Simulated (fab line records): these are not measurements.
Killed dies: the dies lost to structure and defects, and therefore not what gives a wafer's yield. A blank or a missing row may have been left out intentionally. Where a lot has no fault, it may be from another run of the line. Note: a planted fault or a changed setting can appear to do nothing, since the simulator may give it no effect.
Struck lot and sound lot, side by side ; flow sfq-line ; 26 steps out of a route of 325
Sound: these wafers, L395.2, L395.4, L395.5. Struck: wafer L400.4; the same lot's L400.5 was not struck, so it is left out; see the end for the cause.
Order at every step that has rows: each side's tool, ch and its chambers, its first start. Under that, the readings that differ: sound wafers ; struck wafers ; difference of the means ; sigmas: that difference in standard deviations of wafers without a fault.
alike: readings with means less than 2 such deviations apart, plus words and numbers identical on both sides. not compared: withheld readings, readings lacking a value on some wafer, bounds such as >300 that could conceal the same value, and numbers that have no deviation in the record and whose values overlap.
A row with sigmas, a row that says differs or no value, or rows on one side alone: a step with any of these is where the two part. Numbers that don't overlap but have no deviation are shown without sigmas and don't part them. A reading missing from all wafers of one side parts the sides only when that side holds two or more wafers.

SFQ_L0_RS_MEAS_901: a four-point-probe measurement.
  sound on film-metro-01, day 2 23:35; struck on film-metro-04, day 4 00:37
  alike: L0_MONX_KI_RS
SFQ_L0_THK_MEAS_902: measures by xrf.
  sound on film-metro-01, day 2 23:41; struck on film-metro-04, day 4 00:43
  alike: L0_MONX_KI_THK
then, 6 steps without rows for these wafers: SFQ_TRILAYER_L0_LITHO_COAT_010 (resist thk 62 nm); SFQ_TRILAYER_L0_LITHO_COAT_005 (resist thk 600 nm); SFQ_TRILAYER_L0_LITHO_SOFTBAKE_009; SFQ_TRILAYER_L0_LITHO_EXPOSE_006 (exposes mask L0, target cd 2000 nm); SFQ_TRILAYER_L0_LITHO_PEB_008 (peb time 60 s); SFQ_TRILAYER_L0_LITHO_DEVELOP_007 (time 60 s).
-- the record jumps here: 3 days lie between the struck wafers' starts before and after --
SFQ_TRILAYER_L0_BARC_OPEN_METAL_ETCH_010: etches BARC in O2, target depth 125 nm, time 41.7 s.
  sound on rie-metal-01 ch 0,1, day 5 22:18; struck on rie-metal-01 ch 1, day 7 07:54
reading;sound;struck;difference;sigmas
oes-product-au (a.u.);0.692 0.694 0.692;0.680;-0.013;-3
  alike: drypump-motor-current-A
  not compared: rf-hours-counter-h
SFQ_TRILAYER_L0_ETCH_METAL_ETCH_008: etches MoNx KI in SF6/O2, stops on SiO2, target depth 50 nm, time 25 s.
  sound on rie-metal-01 ch 0,1, day 5 22:22; struck on rie-metal-01 ch 1, day 7 07:57
  alike: drypump-motor-current-A, oes-product-au
  not compared: rf-hours-counter-h
SFQ_TRILAYER_L0_STRIP_STRIP_009: strips in O2.
  sound on rie-metal-01 ch 0,1, day 5 22:24; struck on rie-metal-01 ch 1, day 7 08:11
  alike: drypump-motor-current-A, oes-product-au, platen-temp-c
  not compared: rf-hours-counter-h
then, 1 step without rows for these wafers: SFQ_TRILAYER_L0_STRIP_SOLV_CLEAN_010 (cleans in NMP, time 600 s).
SFQ_TRILAYER_L0_CAP_PECVD_011: deposits SiO2 from SiH4/N2O, time 13.333 s, target thk 60 nm.
  sound on pecvd-04 ch 0,1, day 5 23:11; struck on pecvd-01 ch 1, day 7 08:46
reading;sound;struck;difference;sigmas
model.SiO2_of_TRILAYER_L0_CAP_PECVD_011.thk-nm (nm);59.04 60.76 59.84;56.14;-3.74;
  alike: heater-power-w, throttle-valve-pct
  not compared: since-wet-clean-h
then, 6 steps without rows for these wafers: SFQ_TRILAYER_L0_VIA_LITHO_COAT_018 (resist thk 62 nm); SFQ_TRILAYER_L0_VIA_LITHO_COAT_013 (resist thk 650 nm); SFQ_TRILAYER_L0_VIA_LITHO_SOFTBAKE_017; SFQ_TRILAYER_L0_VIA_LITHO_EXPOSE_014 (exposes mask L0V, target cd 700 nm); SFQ_TRILAYER_L0_VIA_LITHO_PEB_016 (peb time 60 s); SFQ_TRILAYER_L0_VIA_LITHO_DEVELOP_015 (time 60 s).
-- the record jumps here: 4 days lie between the struck wafers' starts before and after --
SFQ_L0V_OVL_MEAS_903:
  sound on overlay-02, day 9 17:44; struck on overlay-02, day 11 09:43
  alike: L0V_OVL
then, 1 step without rows for these wafers: SFQ_TRILAYER_L0_VIA_BARC_OPEN_VIA_ETCH_021 (etches BARC in O2, target depth 125 nm, time 41.7 s).
SFQ_TRILAYER_L0_VIA_ETCH_VIA_ETCH_016: etches SiO2 in CHF3, stops on MoNx KI, target depth 80 nm.
  sound on rie-diel-04 ch 2,3, day 9 17:48; struck on rie-diel-04 ch 2, day 11 09:46
reading;sound;struck;difference;sigmas
oes-product-au (a.u.);0.837 0.848 0.843;0.813;-0.030;-4
model.L0V.feature-depth-nm (nm);59.04 60.76 59.84;56.14;-3.74;
model.etch.depth-nm (nm);59.04 60.76 59.84;56.14;-3.74;
  alike: drypump-motor-current-A
SFQ_TRILAYER_L0_VIA_STRIP_STRIP_017: strips in O2.
  sound on rie-metal-01 ch 0,1, day 9 17:51; struck on rie-metal-04 ch 0, day 11 10:25
reading;sound;struck;difference;sigmas
platen-temp-c (C);39.85 40.03 39.94;40.20;+0.26;+2
  alike: drypump-motor-current-A, oes-product-au
  not compared: rf-hours-counter-h
then, 1 step without rows for these wafers: SFQ_TRILAYER_L0_VIA_STRIP_SOLV_CLEAN_018 (cleans in NMP, time 600 s).
SFQ_TRILAYER_M0_DEP_PRE_CLEAN_020: time 15 s.
  sound on pvd-sputter-04, day 9 18:37; struck on pvd-sputter-04, day 11 11:12
reading;sound;struck;difference;sigmas
model.SiO2_of_TRILAYER_L0_CAP_PECVD_011.thk-nm (nm);54.04 55.76 54.84;51.14;-3.74;
SFQ_TRILAYER_M0_DEP_SPUTTER_019: material Nb, target thk 200 nm, time 133.3 s.
  sound on pvd-sputter-04, day 9 18:39; struck on pvd-sputter-04, day 11 11:13
  alike: chamber-pressure-pa, throttle-valve-pct

WHERE THEY PART
At SFQ_TRILAYER_L0_BARC_OPEN_METAL_ETCH_010 first; at SFQ_TRILAYER_L0_VIA_STRIP_STRIP_017 last (within this record only). Later steps at which nothing parts them and some readings are alike: SFQ_TRILAYER_M0_DEP_SPUTTER_019.

WHY: the cause the simulator had injected
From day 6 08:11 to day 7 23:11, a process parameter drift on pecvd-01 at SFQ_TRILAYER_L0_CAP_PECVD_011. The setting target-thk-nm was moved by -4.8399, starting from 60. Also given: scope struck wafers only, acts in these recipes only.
